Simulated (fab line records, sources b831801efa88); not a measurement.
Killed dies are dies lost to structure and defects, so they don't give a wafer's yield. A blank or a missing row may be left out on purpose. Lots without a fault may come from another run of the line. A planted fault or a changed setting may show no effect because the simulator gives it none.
Which tool did it? | flow sky130 | 7 lots, 20 wafers sampled, at 2 steps of a route of 708

WHAT THE GAUGES READ, wafer by wafer
SKY_LI_CONTACT_OVL_MEAS_13.
lot  | measured     | on         | LI_CONTACT_OVL (nm)
L911 | day 29 21:58 | overlay-02 | -4 -14 -3
L918 | day 31 16:13 | overlay-01 | 2 -4
L920 | day 32 08:52 | overlay-01 | -1 2 0
L925 | day 33 18:46 | overlay-02 | 2 -4 -2
L928 | day 34 22:27 | overlay-01 | -10 2 1
L930 | day 35 14:46 | overlay-02 | -4 -6 -8
L932 | day 36 02:37 | overlay-02 | -3 -3 -10

WHICH TOOL RAN EACH LOT (tool, then ch and the chambers of the sampled wafers, then the start)
lot  | SKY_SPACER_ETCHBACK_02
L911 | rie_diel-04 ch 0,3, day 23 19:14
L918 | rie_diel-01 ch 1, day 25 19:29
L920 | rie_diel-04 ch 0,1,2, day 26 10:15
L925 | rie_diel-04 ch 0,2,3, day 28 00:44
L928 | rie_diel-04 ch 0,2,3, day 29 05:23
L930 | rie_diel-03 ch 1,2,3, day 29 21:36
L932 | rie_diel-03 ch 1,2,3, day 30 10:26
- SKY_SPACER_ETCHBACK_02: etches Si3N4 in CH3F/O2, stops on SiO2, time 46.7 s, target depth 45 nm.

THE ANSWER, worked out from the rows above alone
Rule: what is usual is taken from the lots themselves. Put in order of their means at a reading, lots are off if they are a third of the lots or fewer, leave a main group of 4 or more, and stand apart from it by a gap of 3 or more times the standard deviation of the main group's means; of several such gaps the widest counts. A main group whose means are all the same, to the digits that the tables above print for the reading, isn't used. A lot without any number at a reading at which 4 lots or more have one is off too. The other lots that the step has rows for count as sound.
No lot is off at any reading shown: from this, nothing can be told.

WHAT THE SIMULATOR HAD PUT IN
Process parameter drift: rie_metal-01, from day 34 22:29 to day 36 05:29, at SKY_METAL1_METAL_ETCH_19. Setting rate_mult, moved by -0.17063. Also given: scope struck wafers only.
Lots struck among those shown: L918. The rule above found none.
